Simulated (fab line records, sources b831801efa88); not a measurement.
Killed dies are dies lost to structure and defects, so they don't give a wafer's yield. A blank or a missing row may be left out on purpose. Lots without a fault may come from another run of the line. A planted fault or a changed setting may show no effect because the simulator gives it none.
Which tool did it? | flow sky130 | 12 lots, 36 wafers sampled, at 4 steps of a route of 708

WHAT THE GAUGES READ, wafer by wafer
SKY_DNWELL_TW_MEAS_09.
lot  | measured    | on            | DNWELL_TW
L282 | day 3 14:23 | film_metro-04 | 1125 1125 1122
L283 | day 3 20:27 | film_metro-02 | 1110 1107 1112
L284 | day 4 02:39 | film_metro-02 | 1111 1112 1116
L285 | day 4 10:01 | film_metro-02 | 1109 1108 1106
L286 | day 4 12:40 | film_metro-04 | 1135 1123 1124
L294 | day 6 06:50 | film_metro-02 | 1106 1105 1106
L295 | day 6 12:37 | film_metro-04 | 1113 1106 1107
L297 | day 7 09:07 | film_metro-01 | 1107 1098 1099
L299 | day 7 12:19 | film_metro-04 | 1121 1117 1126
L300 | day 7 16:49 | film_metro-04 | 1116 1119 1120
L301 | day 7 22:29 | film_metro-01 | 1112 1111 1112
L302 | day 8 05:53 | film_metro-02 | 1107 1108 1102

SKY_VT_ADJUST_HVTP_TW_MEAS_11.
lot  | measured     | on            | VT_ADJUST_HVTP_TW
L282 | day 6 14:10  | film_metro-01 | 1345 1348 1338
L283 | day 6 21:19  | film_metro-02 | 1344 1343 1348
L284 | day 7 04:02  | film_metro-03 | 1355 1349 1348
L285 | day 7 13:00  | film_metro-01 | 1344 1339 1338
L286 | day 7 14:42  | film_metro-03 | 1350 1346 1344
L294 | day 9 15:21  | film_metro-02 | 1308 1306 1313
L295 | day 9 22:57  | film_metro-02 | 1306 1305 1308
L297 | day 10 23:41 | film_metro-02 | 1354 1365 1368
L299 | day 11 02:38 | film_metro-03 | 1365 1359 1363
L300 | day 11 07:53 | film_metro-03 | 1361 1359 1359
L301 | day 11 16:19 | film_metro-03 | 1367 1352 1360
L302 | day 11 23:32 | film_metro-03 | 1353 1365 1360

WHICH TOOL RAN EACH LOT (tool, then ch and the chambers of the sampled wafers, then the start)
lot  | SKY_FIELD_ISO_CMP_27         | SKY_VT_ADJUST_HVTP_IMPLANT_09
L282 | cmp-01 ch 0,2,3, day 2 19:26 | implanter-01 ch 0, day 6 13:56
L283 | cmp-01 ch 1,2, day 3 01:08   | implanter-03 ch 0, day 6 21:04
L284 | cmp-02 ch 1,2, day 3 06:40   | implanter-01 ch 0, day 7 03:50
L285 | cmp-02 ch 1,2, day 3 13:26   | implanter-04 ch 0, day 7 12:45
L286 | cmp-02 ch 0,1,2, day 3 17:33 | implanter-01 ch 0, day 7 14:29
L294 | cmp-02 ch 0,2, day 5 10:04   | implanter-04 ch 0, day 9 15:06
L295 | cmp-02 ch 1,2,3, day 5 15:20 | implanter-04 ch 0, day 9 22:42
L297 | cmp-02 ch 0,1,2, day 6 09:36 | implanter-03 ch 0, day 10 23:20
L299 | cmp-02 ch 1,2,3, day 6 12:24 | implanter-03 ch 0, day 11 02:24
L300 | cmp-02 ch 1,2, day 6 18:26   | implanter-03 ch 0, day 11 07:41
L301 | cmp-02 ch 0,1, day 6 23:38   | implanter-03 ch 0, day 11 16:04
L302 | cmp-02 ch 0,2,3, day 7 06:19 | implanter-01 ch 0, day 11 23:17
- SKY_FIELD_ISO_CMP_27: polishes, stops on Si3N4, t overpolish 16 s, target thk 457.8 nm.
- SKY_VT_ADJUST_HVTP_IMPLANT_09

WHAT THE TOOLS THEMSELVES READ (means of the sampled wafers that have a number; where no wafer has one, the mark that the record gives instead)
SKY_FIELD_ISO_CMP_27.
lot  | tool   | edge_zone_pressure_frac | motor_current_A (A) | overpolish_run_s (s) | time_to_endpoint_s (s)
L282 | cmp-01 | 0.999                   | 13.2                | 16.006               | 115
L283 | cmp-01 | 0.998                   | 11.5                | 16.008               | 116
L284 | cmp-02 | 1.007                   | 12.3                | 15.999               | 112
L285 | cmp-02 | 1.003                   | 12.5                | 15.996               | 110
L286 | cmp-02 | 1.006                   | 12.6                | 15.997               | 114
L294 | cmp-02 | 1.001                   | 11.9                | 16.002               | 112
L295 | cmp-02 | 0.998                   | 11.3                | 16.006               | 107
L297 | cmp-02 | 1.002                   | 12.2                | 16.009               | 111
L299 | cmp-02 | 0.996                   | 11.7                | 15.993               | 113
L300 | cmp-02 | 0.997                   | 11.7                | 16.005               | 121
L301 | cmp-02 | 0.989                   | 13.0                | 15.998               | 113
L302 | cmp-02 | 0.997                   | 12.1                | 16.006               | 115

SKY_VT_ADJUST_HVTP_IMPLANT_09.
lot  | tool         | beam_energy_keV
L282 | implanter-01 | 149.96
L283 | implanter-03 | 149.94
L284 | implanter-01 | 150.02
L285 | implanter-04 | 149.95
L286 | implanter-01 | 150.03
L294 | implanter-04 | 131.92
L295 | implanter-04 | 131.95
L297 | implanter-03 | 149.99
L299 | implanter-03 | 150.03
L300 | implanter-03 | 150.02
L301 | implanter-03 | 149.98
L302 | implanter-01 | 149.99

THE ANSWER, worked out from the rows above alone
Rule: what is usual is taken from the lots themselves. Put in order of their means at a reading, lots are off if they are a third of the lots or fewer, leave a main group of 4 or more, and stand apart from it by a gap of 3 or more times the standard deviation of the main group's means; of several such gaps the widest counts. A main group whose means are all the same, to the digits that the tables above print for the reading, isn't used. A lot without any number at a reading at which 4 lots or more have one is off too. The other lots that the step has rows for count as sound. The gauges are gone through in route order, then the tools' own readings, and for those a lot's mean is taken as printed above. The first step at which some lot is off is used, and at that step the reading that is off furthest; a lot without a number counts as furthest.
Off: L294, L295, at SKY_VT_ADJUST_HVTP_TW_MEAS_11 (VT_ADJUST_HVTP_TW). The main group: mean 1353, standard deviation 8.1.
A tool fits if, at a process step before that reading, it ran every lot that is off, and no sound lot after the first of them. The gauges at SKY_VT_ADJUST_HVTP_TW_MEAS_11 aren't tried: what is off there is off at SKY_VT_ADJUST_HVTP_IMPLANT_09 too, on other tools, and a gauge's error can't cause that. One fits: implanter-04 at SKY_VT_ADJUST_HVTP_IMPLANT_09. Its last sound lot is L285 (day 7 12:45), its first lot that is off L294 (day 9 15:06): a fault that began between those two fits.
The tool's own readings at SKY_VT_ADJUST_HVTP_IMPLANT_09 bear it out: on the lots that are off they differ by more than 5 times the standard deviation of the sound lots' means. beam_energy_keV reads 131.94 there against 149.99 on the sound lots.

WHAT THE SIMULATOR HAD PUT IN
Process parameter drift: implanter-04, from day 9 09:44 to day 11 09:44, at SKY_VT_ADJUST_HVTP_IMPLANT_09. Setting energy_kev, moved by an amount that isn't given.
Lots struck among those shown: L294, L295. The rule above found the same.
